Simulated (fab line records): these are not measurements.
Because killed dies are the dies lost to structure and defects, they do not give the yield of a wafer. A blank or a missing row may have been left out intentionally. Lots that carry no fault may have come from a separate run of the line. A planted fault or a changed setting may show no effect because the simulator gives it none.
Matching of chambers -- flow sky130 -- rie diel-03 running SKY_VIA1_ETCH_14: 4 sister chambers
The step etches BARC in N2/H2, stops on SiO2, time 45.9 s, target depth 60 nm. 8 wafers are shown with their chamber, then 8 later ones without.

WAFERS PAIRED WITH THEIR CHAMBERS
wafer,chamber,drypump motor current A (A),run length s (s)
L674.1,3,6.3,74.5
L675.2,1,5.4,73.5
L675.6,0,5.1,74.1
L685.6,1,5.5,73.6
L686.2,2,6.5,74.3
L686.5,3,6.3,74.7
L686.6,2,6.5,74.5
L688.4,0,5.1,74.0

WAFERS WHOSE CHAMBER IS MISSING
wafer,drypump motor current A (A),run length s (s)
L688.5,5.1,73.9
L688.6,6.3,74.5
L690.1,5.1,73.9
L690.5,5.0,74.2
L690.6,5.4,73.8
L692.2,6.3,74.2
L692.5,6.3,74.7
L692.6,5.0,74.3

CHAMBER TAKEN BY EACH
wafer,from the rows above,in truth
L688.5,0,0
L688.6,3,3
L690.1,0,0
L690.5,0,0
L690.6,1,1
L692.2,3,3
L692.5,3,3
L692.6,0,0
Correct placement for 8 of the 8. Not placeable from these rows: 0. Placed wrongly: 0.
How it was worked out, from the rows above alone: a wafer's distance from a chamber is the root of the sum, over the readings, of the square of ((its reading less the chamber's mean) divided by the reading's scatter). The wafer belongs to the nearest chamber; if the next one is less than 2 further off, it can't be placed. The mean given for a chamber averages the wafers shown for that chamber. The scatter is the square root of a quotient: the sum, over the shown wafers, of each reading's squared deviation from its chamber's mean, divided by wafers minus chambers.
